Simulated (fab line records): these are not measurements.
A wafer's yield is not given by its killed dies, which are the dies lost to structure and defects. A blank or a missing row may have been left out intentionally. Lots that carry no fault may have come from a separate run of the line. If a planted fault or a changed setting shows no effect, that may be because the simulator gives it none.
Which tool did it? :: flow gf180mcu :: 24 lots, 72 wafers sampled, at 6 steps of a route of 602

## WHAT THE GAUGES READ, wafer by wafer
No reading from a measuring or inspecting step in the record can be judged against a usual standard deviation.

## TOOL THAT RAN EACH LOT (tool first, then ch and the chambers of the sampled wafers, then the start)
lot: L074
GF_SAB_ETCH_11: rie_diel-03 ch 0,1,2, day 15 08:40
GF_V1_ETCH_16: rie_diel-01 ch 0,1,2, day 18 08:34
GF_V1_CMP_26: cmp-01 ch 2,3, day 18 09:40
GF_M2_SPUTTER_01: pvd_sputter-04, day 18 10:01
GF_V2_CVD_02: pecvd-02 ch 0,1,2, day 19 10:39
GF_V4_CVD_23: cvd_w-01 ch 0,1, day 24 14:35

lot: L075
GF_SAB_ETCH_11: rie_diel-02 ch 0,1, day 15 18:56
GF_V1_ETCH_16: rie_diel-03 ch 0,2,3, day 19 00:38
GF_V1_CMP_26: cmp-01 ch 0,2,3, day 19 01:41
GF_M2_SPUTTER_01: pvd_sputter-01, day 19 02:05
GF_V2_CVD_02: pecvd-01 ch 1,2, day 20 02:58
GF_V4_CVD_23: cvd_w-01 ch 0,1, day 25 05:06

lot: L076
GF_SAB_ETCH_11: rie_diel-04 ch 0,2,3, day 15 22:44
GF_V1_ETCH_16: rie_diel-04 ch 1,2,3, day 19 00:49
GF_V1_CMP_26: cmp-02 ch 0,1,2, day 19 01:55
GF_M2_SPUTTER_01: pvd_sputter-04, day 19 02:16
GF_V2_CVD_02: pecvd-02 ch 0,1,2, day 20 03:11
GF_V4_CVD_23: cvd_w-02 ch 0,1, day 25 05:47

lot: L078
GF_SAB_ETCH_11: rie_diel-04 ch 0,2, day 16 13:05
GF_V1_ETCH_16: rie_diel-01 ch 0,2,3, day 19 14:56
GF_V1_CMP_26: cmp-02 ch 0,2, day 19 16:00
GF_M2_SPUTTER_01: pvd_sputter-01, day 19 16:24
GF_V2_CVD_02: pecvd-04 ch 0,1,2, day 20 17:17
GF_V4_CVD_23: cvd_w-02 ch 0,1, day 25 17:43

lot: L077
GF_SAB_ETCH_11: rie_diel-04 ch 0,2,3, day 16 15:46
GF_V1_ETCH_16: rie_diel-01 ch 0,2,3, day 19 19:10
GF_V1_CMP_26: cmp-01 ch 0,3, day 19 20:11
GF_M2_SPUTTER_01: pvd_sputter-04, day 19 20:35
GF_V2_CVD_02: pecvd-04 ch 0,1,2, day 20 21:39
GF_V4_CVD_23: cvd_w-02 ch 0,1, day 25 23:01

lot: L079
GF_SAB_ETCH_11: rie_diel-02 ch 0,1, day 16 22:37
GF_V1_ETCH_16: rie_diel-01 ch 0,3, day 20 02:43
GF_V1_CMP_26: cmp-01 ch 0,2, day 20 03:49
GF_M2_SPUTTER_01: pvd_sputter-04, day 20 04:10
GF_V2_CVD_02: pecvd-04 ch 0,1,2, day 21 05:10
GF_V4_CVD_23: cvd_w-02 ch 0,1, day 26 04:23

lot: L080
GF_SAB_ETCH_11: rie_diel-02 ch 0,1,2, day 17 07:44
GF_V1_ETCH_16: rie_diel-03 ch 0,1, day 20 13:07
GF_V1_CMP_26: cmp-01 ch 1,2, day 20 14:20
GF_M2_SPUTTER_01: pvd_sputter-01, day 20 14:41
GF_V2_CVD_02: pecvd-04 ch 0,2, day 21 16:22
GF_V4_CVD_23: cvd_w-02 ch 0,1, day 26 13:48

lot: L081
GF_SAB_ETCH_11: rie_diel-02 ch 0,2,3, day 17 18:52
GF_V1_ETCH_16: rie_diel-01 ch 0,2,3, day 20 23:19
GF_V1_CMP_26: cmp-02 ch 0,2,3, day 21 00:22
GF_M2_SPUTTER_01: pvd_sputter-03, day 21 00:46
GF_V2_CVD_02: pecvd-04 ch 0,1,2, day 22 01:58
GF_V4_CVD_23: cvd_w-02 ch 0,1, day 26 23:43

lot: L082
GF_SAB_ETCH_11: rie_diel-03 ch 1,2,3, day 17 20:07
GF_V1_ETCH_16: rie_diel-04 ch 0,1,3, day 21 00:16
GF_V1_CMP_26: cmp-01 ch 0,1,2, day 21 01:22
GF_M2_SPUTTER_01: pvd_sputter-01, day 21 01:43
GF_V2_CVD_02: pecvd-01 ch 0,1,2, day 22 02:43
GF_V4_CVD_23: cvd_w-01 ch 0,1, day 27 00:13

lot: L083
GF_SAB_ETCH_11: rie_diel-04 ch 1,2, day 18 08:31
GF_V1_ETCH_16: rie_diel-03 ch 0,1,3, day 21 13:40
GF_V1_CMP_26: cmp-01 ch 1,2,3, day 21 14:49
GF_M2_SPUTTER_01: pvd_sputter-01, day 21 15:07
GF_V2_CVD_02: pecvd-04 ch 0,1,2, day 22 15:58
GF_V4_CVD_23: cvd_w-02 ch 0,1, day 27 10:32

lot: L084
GF_SAB_ETCH_11: rie_diel-04 ch 0,1,3, day 18 17:34
GF_V1_ETCH_16: rie_diel-03 ch 0,1,2, day 21 23:14
GF_V1_CMP_26: cmp-01 ch 0,1,3, day 22 00:19
GF_M2_SPUTTER_01: pvd_sputter-01, day 22 00:43
GF_V2_CVD_02: pecvd-04 ch 0,1,2, day 23 00:49
GF_V4_CVD_23: cvd_w-01 ch 0,1, day 27 18:05

lot: L085
GF_SAB_ETCH_11: rie_diel-03 ch 1,3, day 19 02:04
GF_V1_ETCH_16: rie_diel-04 ch 0,1, day 22 07:43
GF_V1_CMP_26: cmp-01 ch 0,1,2, day 22 08:49
GF_M2_SPUTTER_01: pvd_sputter-01, day 22 09:10
GF_V2_CVD_02: pecvd-04 ch 0,1,2, day 23 09:12
GF_V4_CVD_23: cvd_w-02 ch 0,1, day 28 03:03

lot: L086
GF_SAB_ETCH_11: rie_diel-03 ch 0,3, day 19 13:01
GF_V1_ETCH_16: rie_diel-03 ch 2,3, day 22 16:32
GF_V1_CMP_26: cmp-01 ch 0,3, day 22 17:39
GF_M2_SPUTTER_01: pvd_sputter-01, day 22 18:00
GF_V2_CVD_02: pecvd-01 ch 1,2, day 23 17:34
GF_V4_CVD_23: cvd_w-01 ch 0,1, day 28 09:02

lot: L087
GF_SAB_ETCH_11: rie_diel-03 ch 1,2,3, day 19 18:11
GF_V1_ETCH_16: rie_diel-04 ch 0,2,3, day 22 22:37
GF_V1_CMP_26: cmp-02 ch 0,1, day 22 23:43
GF_M2_SPUTTER_01: pvd_sputter-01, day 23 00:04
GF_V2_CVD_02: pecvd-04 ch 1,2, day 24 00:00
GF_V4_CVD_23: cvd_w-01 ch 0,1, day 28 14:39

lot: L088
GF_SAB_ETCH_11: rie_diel-03 ch 0,1,3, day 20 06:28
GF_V1_ETCH_16: rie_diel-01 ch 0,1,3, day 23 09:50
GF_V1_CMP_26: cmp-02 ch 0,1,3, day 23 10:53
GF_M2_SPUTTER_01: pvd_sputter-03, day 23 11:17
GF_V2_CVD_02: pecvd-02 ch 0,1,2, day 24 11:01
GF_V4_CVD_23: cvd_w-02 ch 0,1, day 29 00:31

lot: L089
GF_SAB_ETCH_11: rie_diel-04 ch 0,1,3, day 20 17:05
GF_V1_ETCH_16: rie_diel-03 ch 0,1,2, day 23 18:58
GF_V1_CMP_26: cmp-02 ch 1,2,3, day 23 20:04
GF_M2_SPUTTER_01: pvd_sputter-01, day 23 20:25
GF_V2_CVD_02: pecvd-01 ch 1,2, day 24 19:59
GF_V4_CVD_23: cvd_w-01 ch 0,1, day 29 08:25

lot: L090
GF_SAB_ETCH_11: rie_diel-02 ch 1,2,3, day 20 22:32
GF_V1_ETCH_16: rie_diel-04 ch 0,1,3, day 24 00:31
GF_V1_CMP_26: cmp-02 ch 1,2,3, day 24 01:40
GF_M2_SPUTTER_01: pvd_sputter-03, day 24 02:04
GF_V2_CVD_02: pecvd-04 ch 0,1,2, day 25 00:40
GF_V4_CVD_23: cvd_w-02 ch 0,1, day 29 13:12

lot: L091
GF_SAB_ETCH_11: rie_diel-04 ch 2,3, day 21 06:41
GF_V1_ETCH_16: rie_diel-03 ch 0,3, day 24 08:40
GF_V1_CMP_26: cmp-01 ch 0,2,3, day 24 09:46
GF_M2_SPUTTER_01: pvd_sputter-01, day 24 10:07
GF_V2_CVD_02: pecvd-04 ch 0,1, day 25 08:05
GF_V4_CVD_23: cvd_w-01 ch 0, day 29 19:23

lot: L092
GF_SAB_ETCH_11: rie_diel-02 ch 0,1, day 21 16:35
GF_V1_ETCH_16: rie_diel-01 ch 1,2, day 24 16:53
GF_V1_CMP_26: cmp-01 ch 2,3, day 24 17:59
GF_M2_SPUTTER_01: pvd_sputter-04, day 24 18:23
GF_V2_CVD_02: pecvd-04 ch 0,1,2, day 25 16:43
GF_V4_CVD_23: cvd_w-01 ch 0, day 30 04:28

lot: L093
GF_SAB_ETCH_11: rie_diel-02 ch 1,2,3, day 22 01:25
GF_V1_ETCH_16: rie_diel-01 ch 1,2,3, day 25 00:58
GF_V1_CMP_26: cmp-01 ch 0,1,3, day 25 02:02
GF_M2_SPUTTER_01: pvd_sputter-04, day 25 02:28
GF_V2_CVD_02: pecvd-01 ch 0,1,2, day 26 00:32
GF_V4_CVD_23: cvd_w-01 ch 0,1, day 30 10:50

lot: L094
GF_SAB_ETCH_11: rie_diel-03 ch 0,1, day 22 03:59
GF_V1_ETCH_16: rie_diel-01 ch 0,1,2, day 25 04:04
GF_V1_CMP_26: cmp-02 ch 0,1,3, day 25 05:08
GF_M2_SPUTTER_01: pvd_sputter-03, day 25 05:32
GF_V2_CVD_02: pecvd-01 ch 0,1,2, day 26 03:05
GF_V4_CVD_23: cvd_w-02 ch 0,1, day 30 13:04

lot: L095
GF_SAB_ETCH_11: rie_diel-04 ch 1,2, day 22 11:04
GF_V1_ETCH_16: rie_diel-03 ch 1,2, day 25 10:40
GF_V1_CMP_26: cmp-01 ch 0,1, day 25 11:46
GF_M2_SPUTTER_01: pvd_sputter-03, day 25 12:07
GF_V2_CVD_02: pecvd-02 ch 0,1, day 26 09:44
GF_V4_CVD_23: cvd_w-02 ch 0,1, day 30 18:21

lot: L096
GF_SAB_ETCH_11: rie_diel-03 ch 0,2, day 22 20:22
GF_V1_ETCH_16: rie_diel-03 ch 1,2,3, day 25 18:46
GF_V1_CMP_26: cmp-01 ch 2,3, day 25 19:52
GF_M2_SPUTTER_01: pvd_sputter-01, day 25 20:13
GF_V2_CVD_02: pecvd-04 ch 0,1, day 26 18:03
GF_V4_CVD_23: cvd_w-02 ch 0, day 31 02:26

lot: L097
GF_SAB_ETCH_11: rie_diel-03 ch 0,3, day 23 05:46
GF_V1_ETCH_16: rie_diel-01 ch 1,2, day 26 03:56
GF_V1_CMP_26: cmp-01 ch 0,3, day 26 05:04
GF_M2_SPUTTER_01: pvd_sputter-04, day 26 05:25
GF_V2_CVD_02: pecvd-04 ch 1,2, day 27 03:23
GF_V4_CVD_23: cvd_w-02 ch 0,1, day 31 09:38
- GF_SAB_ETCH_11: etches SiO2 in C4F8/O2/Ar, target depth 55 nm, time 8.5 s.
- GF_V1_ETCH_16: etches BARC in N2/H2.
- GF_V1_CMP_26: polishes, stops on SiO2, t overpolish 15 s, target thk 0 nm.
- GF_M2_SPUTTER_01: material TiN, target thk 30 nm, time 25 s.
- GF_V2_CVD_02: deposits SiO2 from TEOS, target thk 850 nm, time 94.851 s.
- GF_V4_CVD_23: deposits W, target thk 350 nm, time 104.9 s.

## AS READ BY THE TOOLS THEMSELVES (means over the sampled wafers that have a number; for cases with no such wafer, the mark the record gives instead)
GF_SAB_ETCH_11.
lot: L074
tool: rie_diel-03
bias_w (W): 1200
oes_product_au (a.u.): 1.007

lot: L075
tool: rie_diel-02
bias_w (W): 1201
oes_product_au (a.u.): 0.999

lot: L076
tool: rie_diel-04
bias_w (W): 1198
oes_product_au (a.u.): 0.993

lot: L078
tool: rie_diel-04
bias_w (W): 1200
oes_product_au (a.u.): 0.990

lot: L077
tool: rie_diel-04
bias_w (W): 1199
oes_product_au (a.u.): 1.008

lot: L079
tool: rie_diel-02
bias_w (W): 1199
oes_product_au (a.u.): 0.994

lot: L080
tool: rie_diel-02
bias_w (W): 1198
oes_product_au (a.u.): 0.998

lot: L081
tool: rie_diel-02
bias_w (W): 1199
oes_product_au (a.u.): 1.004

lot: L082
tool: rie_diel-03
bias_w (W): 1199
oes_product_au (a.u.): 0.998

lot: L083
tool: rie_diel-04
bias_w (W): 1199
oes_product_au (a.u.): 1.004

lot: L084
tool: rie_diel-04
bias_w (W): 1201
oes_product_au (a.u.): 1.013

lot: L085
tool: rie_diel-03
bias_w (W): 1201
oes_product_au (a.u.): 1.003

lot: L086
tool: rie_diel-03
bias_w (W): 1201
oes_product_au (a.u.): 0.995

lot: L087
tool: rie_diel-03
bias_w (W): 1199
oes_product_au (a.u.): 0.997

lot: L088
tool: rie_diel-03
bias_w (W): 1201
oes_product_au (a.u.): 0.994

lot: L089
tool: rie_diel-04
bias_w (W): 1203
oes_product_au (a.u.): 1.000

lot: L090
tool: rie_diel-02
bias_w (W): 1201
oes_product_au (a.u.): 1.001

lot: L091
tool: rie_diel-04
bias_w (W): 1200
oes_product_au (a.u.): 0.995

lot: L092
tool: rie_diel-02
bias_w (W): 1195
oes_product_au (a.u.): 1.004

lot: L093
tool: rie_diel-02
bias_w (W): 1202
oes_product_au (a.u.): 0.999

lot: L094
tool: rie_diel-03
bias_w (W): 1199
oes_product_au (a.u.): 0.997

lot: L095
tool: rie_diel-04
bias_w (W): 1202
oes_product_au (a.u.): 0.997

lot: L096
tool: rie_diel-03
bias_w (W): 1198
oes_product_au (a.u.): 1.003

lot: L097
tool: rie_diel-03
bias_w (W): 1196
oes_product_au (a.u.): 0.996

GF_V1_ETCH_16.
lot: L074
tool: rie_diel-01
bias_w (W): 99.91
drypump_motor_current_A (A): 5.9
oes_product_au (a.u.): 0.856
throttle_valve_pct (%): 13.234

lot: L075
tool: rie_diel-03
bias_w (W): 99.75
drypump_motor_current_A (A): 5.0
oes_product_au (a.u.): 0.856
throttle_valve_pct (%): 13.221

lot: L076
tool: rie_diel-04
bias_w (W): 99.89
drypump_motor_current_A (A): 5.5
oes_product_au (a.u.): 0.856
throttle_valve_pct (%): 13.225

lot: L078
tool: rie_diel-01
bias_w (W): 99.76
drypump_motor_current_A (A): 5.8
oes_product_au (a.u.): 0.861
throttle_valve_pct (%): 13.233

lot: L077
tool: rie_diel-01
bias_w (W): 99.83
drypump_motor_current_A (A): 5.8
oes_product_au (a.u.): 0.855
throttle_valve_pct (%): 13.235

lot: L079
tool: rie_diel-01
bias_w (W): 99.98
drypump_motor_current_A (A): 6.0
oes_product_au (a.u.): 0.857
throttle_valve_pct (%): 13.236

lot: L080
tool: rie_diel-03
bias_w (W): 99.68
drypump_motor_current_A (A): 5.7
oes_product_au (a.u.): 0.860
throttle_valve_pct (%): 13.225

lot: L081
tool: rie_diel-01
bias_w (W): 99.79
drypump_motor_current_A (A): 5.8
oes_product_au (a.u.): 0.851
throttle_valve_pct (%): 13.230

lot: L082
tool: rie_diel-04
bias_w (W): 100.19
drypump_motor_current_A (A): 5.5
oes_product_au (a.u.): 0.854
throttle_valve_pct (%): 13.224

lot: L083
tool: rie_diel-03
bias_w (W): 100.32
drypump_motor_current_A (A): 5.3
oes_product_au (a.u.): 0.860
throttle_valve_pct (%): 13.226

lot: L084
tool: rie_diel-03
bias_w (W): 100.44
drypump_motor_current_A (A): 5.4
oes_product_au (a.u.): 0.857
throttle_valve_pct (%): 13.221

lot: L085
tool: rie_diel-04
bias_w (W): 100.12
drypump_motor_current_A (A): 5.9
oes_product_au (a.u.): 0.852
throttle_valve_pct (%): 13.226

lot: L086
tool: rie_diel-03
bias_w (W): 100.03
drypump_motor_current_A (A): 5.1
oes_product_au (a.u.): 0.856
throttle_valve_pct (%): 13.226

lot: L087
tool: rie_diel-04
bias_w (W): 100.29
drypump_motor_current_A (A): 5.3
oes_product_au (a.u.): 0.854
throttle_valve_pct (%): 13.217

lot: L088
tool: rie_diel-01
bias_w (W): 99.89
drypump_motor_current_A (A): 6.2
oes_product_au (a.u.): 0.855
throttle_valve_pct (%): 13.232

lot: L089
tool: rie_diel-03
bias_w (W): 99.98
drypump_motor_current_A (A): 5.4
oes_product_au (a.u.): 0.849
throttle_valve_pct (%): 13.230

lot: L090
tool: rie_diel-04
bias_w (W): 100.00
drypump_motor_current_A (A): 5.5
oes_product_au (a.u.): 0.858
throttle_valve_pct (%): 13.219

lot: L091
tool: rie_diel-03
bias_w (W): 100.22
drypump_motor_current_A (A): 4.9
oes_product_au (a.u.): 0.857
throttle_valve_pct (%): 13.228

lot: L092
tool: rie_diel-01
bias_w (W): 99.85
drypump_motor_current_A (A): 5.4
oes_product_au (a.u.): 0.860
throttle_valve_pct (%): 13.224

lot: L093
tool: rie_diel-01
bias_w (W): 99.85
drypump_motor_current_A (A): 5.7
oes_product_au (a.u.): 0.861
throttle_valve_pct (%): 13.219

lot: L094
tool: rie_diel-01
bias_w (W): 99.99
drypump_motor_current_A (A): 5.9
oes_product_au (a.u.): 0.854
throttle_valve_pct (%): 13.221

lot: L095
tool: rie_diel-03
bias_w (W): 100.17
drypump_motor_current_A (A): 5.6
oes_product_au (a.u.): 0.861
throttle_valve_pct (%): 13.230

lot: L096
tool: rie_diel-03
bias_w (W): 99.73
drypump_motor_current_A (A): 5.5
oes_product_au (a.u.): 0.857
throttle_valve_pct (%): 13.227

lot: L097
tool: rie_diel-01
bias_w (W): 99.93
drypump_motor_current_A (A): 5.9
oes_product_au (a.u.): 0.853
throttle_valve_pct (%): 13.223

GF_V1_CMP_26.
lot: L074
tool: cmp-01
head_pressure_psi (psi): 3.504
motor_current_A (A): 11.4
overpolish_run_s (s): 15.000
platen_rpm (rpm): 60.00
time_to_endpoint_s (s): 86

lot: L075
tool: cmp-01
head_pressure_psi (psi): 3.500
motor_current_A (A): 11.9
overpolish_run_s (s): 14.994
platen_rpm (rpm): 60.03
time_to_endpoint_s (s): 84

lot: L076
tool: cmp-02
head_pressure_psi (psi): 3.500
motor_current_A (A): 10.2
overpolish_run_s (s): 14.992
platen_rpm (rpm): 60.00
time_to_endpoint_s (s): 86

lot: L078
tool: cmp-02
head_pressure_psi (psi): 3.506
motor_current_A (A): 10.8
overpolish_run_s (s): 15.000
platen_rpm (rpm): 59.98
time_to_endpoint_s (s): 91

lot: L077
tool: cmp-01
head_pressure_psi (psi): 3.497
motor_current_A (A): 12.3
overpolish_run_s (s): 15.000
platen_rpm (rpm): 59.99
time_to_endpoint_s (s): 89

lot: L079
tool: cmp-01
head_pressure_psi (psi): 3.494
motor_current_A (A): 10.9
overpolish_run_s (s): 14.998
platen_rpm (rpm): 60.00
time_to_endpoint_s (s): 81

lot: L080
tool: cmp-01
head_pressure_psi (psi): 3.501
motor_current_A (A): 13.3
overpolish_run_s (s): 15.001
platen_rpm (rpm): 60.00
time_to_endpoint_s (s): 80

lot: L081
tool: cmp-02
head_pressure_psi (psi): 3.504
motor_current_A (A): 10.7
overpolish_run_s (s): 15.001
platen_rpm (rpm): 60.04
time_to_endpoint_s (s): 87

lot: L082
tool: cmp-01
head_pressure_psi (psi): 3.495
motor_current_A (A): 12.4
overpolish_run_s (s): 15.003
platen_rpm (rpm): 60.00
time_to_endpoint_s (s): 84

lot: L083
tool: cmp-01
head_pressure_psi (psi): 3.498
motor_current_A (A): 12.3
overpolish_run_s (s): 15.007
platen_rpm (rpm): 60.05
time_to_endpoint_s (s): 92

lot: L084
tool: cmp-01
head_pressure_psi (psi): 3.496
motor_current_A (A): 13.4
overpolish_run_s (s): 15.006
platen_rpm (rpm): 59.99
time_to_endpoint_s (s): 94

lot: L085
tool: cmp-01
head_pressure_psi (psi): 3.498
motor_current_A (A): 12.1
overpolish_run_s (s): 14.996
platen_rpm (rpm): 60.01
time_to_endpoint_s (s): 87

lot: L086
tool: cmp-01
head_pressure_psi (psi): 3.504
motor_current_A (A): 11.9
overpolish_run_s (s): 14.999
platen_rpm (rpm): 59.96
time_to_endpoint_s (s): 95

lot: L087
tool: cmp-02
head_pressure_psi (psi): 3.495
motor_current_A (A): 9.6
overpolish_run_s (s): 15.006
platen_rpm (rpm): 59.99
time_to_endpoint_s (s): 82

lot: L088
tool: cmp-02
head_pressure_psi (psi): 3.504
motor_current_A (A): 10.5
overpolish_run_s (s): 15.001
platen_rpm (rpm): 59.96
time_to_endpoint_s (s): 81

lot: L089
tool: cmp-02
head_pressure_psi (psi): 3.494
motor_current_A (A): 12.0
overpolish_run_s (s): 15.005
platen_rpm (rpm): 60.01
time_to_endpoint_s (s): 85

lot: L090
tool: cmp-02
head_pressure_psi (psi): 3.505
motor_current_A (A): 11.4
overpolish_run_s (s): 15.011
platen_rpm (rpm): 60.01
time_to_endpoint_s (s): 82

lot: L091
tool: cmp-01
head_pressure_psi (psi): 3.496
motor_current_A (A): 11.8
overpolish_run_s (s): 14.996
platen_rpm (rpm): 60.02
time_to_endpoint_s (s): 90

lot: L092
tool: cmp-01
head_pressure_psi (psi): 3.503
motor_current_A (A): 11.6
overpolish_run_s (s): 15.005
platen_rpm (rpm): 60.02
time_to_endpoint_s (s): 84

lot: L093
tool: cmp-01
head_pressure_psi (psi): 3.502
motor_current_A (A): 12.6
overpolish_run_s (s): 15.001
platen_rpm (rpm): 59.99
time_to_endpoint_s (s): 89

lot: L094
tool: cmp-02
head_pressure_psi (psi): 3.501
motor_current_A (A): 10.5
overpolish_run_s (s): 14.985
platen_rpm (rpm): 60.04
time_to_endpoint_s (s): 82

lot: L095
tool: cmp-01
head_pressure_psi (psi): 3.512
motor_current_A (A): 13.4
overpolish_run_s (s): 15.001
platen_rpm (rpm): 60.04
time_to_endpoint_s (s): 85

lot: L096
tool: cmp-01
head_pressure_psi (psi): 3.508
motor_current_A (A): 11.5
overpolish_run_s (s): 15.001
platen_rpm (rpm): 60.02
time_to_endpoint_s (s): 85

lot: L097
tool: cmp-01
head_pressure_psi (psi): 3.490
motor_current_A (A): 12.3
overpolish_run_s (s): 14.995
platen_rpm (rpm): 60.00
time_to_endpoint_s (s): 91

GF_M2_SPUTTER_01.
lot: L074
tool: pvd_sputter-04
cathode_dc_power_W (W): 6500.9
throttle_valve_pct (%): 29.5

lot: L075
tool: pvd_sputter-01
cathode_dc_power_W (W): 6499.5
throttle_valve_pct (%): 29.8

lot: L076
tool: pvd_sputter-04
cathode_dc_power_W (W): 6499.6
throttle_valve_pct (%): 29.9

lot: L078
tool: pvd_sputter-01
cathode_dc_power_W (W): 6500.3
throttle_valve_pct (%): 30.3

lot: L077
tool: pvd_sputter-04
cathode_dc_power_W (W): 6500.7
throttle_valve_pct (%): 29.7

lot: L079
tool: pvd_sputter-04
cathode_dc_power_W (W): 6499.6
throttle_valve_pct (%): 29.9

lot: L080
tool: pvd_sputter-01
cathode_dc_power_W (W): 6499.6
throttle_valve_pct (%): 30.5

lot: L081
tool: pvd_sputter-03
cathode_dc_power_W (W): 6500.5
throttle_valve_pct (%): 30.4

lot: L082
tool: pvd_sputter-01
cathode_dc_power_W (W): 6500.7
throttle_valve_pct (%): 30.4

lot: L083
tool: pvd_sputter-01
cathode_dc_power_W (W): 6500.7
throttle_valve_pct (%): 29.9

lot: L084
tool: pvd_sputter-01
cathode_dc_power_W (W): 6499.3
throttle_valve_pct (%): 30.3

lot: L085
tool: pvd_sputter-01
cathode_dc_power_W (W): 6500.2
throttle_valve_pct (%): 29.9

lot: L086
tool: pvd_sputter-01
cathode_dc_power_W (W): 6500.5
throttle_valve_pct (%): 30.0

lot: L087
tool: pvd_sputter-01
cathode_dc_power_W (W): 6498.1
throttle_valve_pct (%): 30.4

lot: L088
tool: pvd_sputter-03
cathode_dc_power_W (W): 6501.4
throttle_valve_pct (%): 29.8

lot: L089
tool: pvd_sputter-01
cathode_dc_power_W (W): 6499.6
throttle_valve_pct (%): 29.8

lot: L090
tool: pvd_sputter-03
cathode_dc_power_W (W): 6499.5
throttle_valve_pct (%): 30.4

lot: L091
tool: pvd_sputter-01
cathode_dc_power_W (W): 6499.6
throttle_valve_pct (%): 30.3

lot: L092
tool: pvd_sputter-04
cathode_dc_power_W (W): 6500.1
throttle_valve_pct (%): 30.3

lot: L093
tool: pvd_sputter-04
cathode_dc_power_W (W): 6498.6
throttle_valve_pct (%): 29.6

lot: L094
tool: pvd_sputter-03
cathode_dc_power_W (W): 6500.6
throttle_valve_pct (%): 30.4

lot: L095
tool: pvd_sputter-03
cathode_dc_power_W (W): 6501.0
throttle_valve_pct (%): 30.0

lot: L096
tool: pvd_sputter-01
cathode_dc_power_W (W): 6500.1
throttle_valve_pct (%): 29.8

lot: L097
tool: pvd_sputter-04
cathode_dc_power_W (W): 6500.6
throttle_valve_pct (%): 29.1

GF_V2_CVD_02.
lot: L074
tool: pecvd-02
heater_power_w (W): 648

lot: L075
tool: pecvd-01
heater_power_w (W): 744

lot: L076
tool: pecvd-02
heater_power_w (W): 651

lot: L078
tool: pecvd-04
heater_power_w (W): 736

lot: L077
tool: pecvd-04
heater_power_w (W): 652

lot: L079
tool: pecvd-04
heater_power_w (W): 677

lot: L080
tool: pecvd-04
heater_power_w (W): 739

lot: L081
tool: pecvd-04
heater_power_w (W): 704

lot: L082
tool: pecvd-01
heater_power_w (W): 771

lot: L083
tool: pecvd-04
heater_power_w (W): 737

lot: L084
tool: pecvd-04
heater_power_w (W): 734

lot: L085
tool: pecvd-04
heater_power_w (W): 676

lot: L086
tool: pecvd-01
heater_power_w (W): 700

lot: L087
tool: pecvd-04
heater_power_w (W): 702

lot: L088
tool: pecvd-02
heater_power_w (W): 674

lot: L089
tool: pecvd-01
heater_power_w (W): 779

lot: L090
tool: pecvd-04
heater_power_w (W): 734

lot: L091
tool: pecvd-04
heater_power_w (W): 726

lot: L092
tool: pecvd-04
heater_power_w (W): 692

lot: L093
tool: pecvd-01
heater_power_w (W): 789

lot: L094
tool: pecvd-01
heater_power_w (W): 736

lot: L095
tool: pecvd-02
heater_power_w (W): 646

lot: L096
tool: pecvd-04
heater_power_w (W): 685

lot: L097
tool: pecvd-04
heater_power_w (W): 663

GF_V4_CVD_23.
lot: L074
tool: cvd_w-01
chamber_pressure_Torr (Torr): 40.04
heater_power_w (W): 933

lot: L075
tool: cvd_w-01
chamber_pressure_Torr (Torr): 40.05
heater_power_w (W): 920

lot: L076
tool: cvd_w-02
chamber_pressure_Torr (Torr): 39.99
heater_power_w (W): 862

lot: L078
tool: cvd_w-02
chamber_pressure_Torr (Torr): 40.05
heater_power_w (W): 928

lot: L077
tool: cvd_w-02
chamber_pressure_Torr (Torr): 40.02
heater_power_w (W): 857

lot: L079
tool: cvd_w-02
chamber_pressure_Torr (Torr): 40.02
heater_power_w (W): 880

lot: L080
tool: cvd_w-02
chamber_pressure_Torr (Torr): 39.98
heater_power_w (W): 868

lot: L081
tool: cvd_w-02
chamber_pressure_Torr (Torr): 39.87
heater_power_w (W): 941

lot: L082
tool: cvd_w-01
chamber_pressure_Torr (Torr): 40.01
heater_power_w (W): 942

lot: L083
tool: cvd_w-02
chamber_pressure_Torr (Torr): 40.06
heater_power_w (W): 958

lot: L084
tool: cvd_w-01
chamber_pressure_Torr (Torr): 40.05
heater_power_w (W): 948

lot: L085
tool: cvd_w-02
chamber_pressure_Torr (Torr): 39.99
heater_power_w (W): 866

lot: L086
tool: cvd_w-01
chamber_pressure_Torr (Torr): 40.10
heater_power_w (W): 923

lot: L087
tool: cvd_w-01
chamber_pressure_Torr (Torr): 39.91
heater_power_w (W): 929

lot: L088
tool: cvd_w-02
chamber_pressure_Torr (Torr): 40.02
heater_power_w (W): 878

lot: L089
tool: cvd_w-01
chamber_pressure_Torr (Torr): 39.96
heater_power_w (W): 954

lot: L090
tool: cvd_w-02
chamber_pressure_Torr (Torr): 40.04
heater_power_w (W): 953

lot: L091
tool: cvd_w-01
chamber_pressure_Torr (Torr): 40.05
heater_power_w (W): 897

lot: L092
tool: cvd_w-01
chamber_pressure_Torr (Torr): 40.07
heater_power_w (W): 899

lot: L093
tool: cvd_w-01
chamber_pressure_Torr (Torr): 39.97
heater_power_w (W): 956

lot: L094
tool: cvd_w-02
chamber_pressure_Torr (Torr): 40.10
heater_power_w (W): 875

lot: L095
tool: cvd_w-02
chamber_pressure_Torr (Torr): 39.93
heater_power_w (W): 865

lot: L096
tool: cvd_w-02
chamber_pressure_Torr (Torr): 40.06
heater_power_w (W): 807

lot: L097
tool: cvd_w-02
chamber_pressure_Torr (Torr): 40.12
heater_power_w (W): 971

## THE ANSWER, worked out from the rows above alone
Rule: the usual values come from the lots themselves. Put in order of their means at a reading, lots are off if they are a third of the lots or fewer, leave a main group of 4 or more, and stand apart from it by a gap of 3 or more times the standard deviation of the main group's means; of several such gaps the widest counts. Not used: any main group whose means are identical at the precision the tables above print for the reading. Also off: a lot with no number at a reading for which 4 or more lots have one. The other lots that the step has rows for count as sound. The gauges are gone through in route order, then the tools' own readings, and for those a lot's mean is taken as printed above. At the first step where some lot is off, the reading lying furthest off is the one used; lots without a number count as furthest.
Across all readings shown, no lot is off: no conclusion can be drawn from this.

## WHAT THE SIMULATOR PUT IN
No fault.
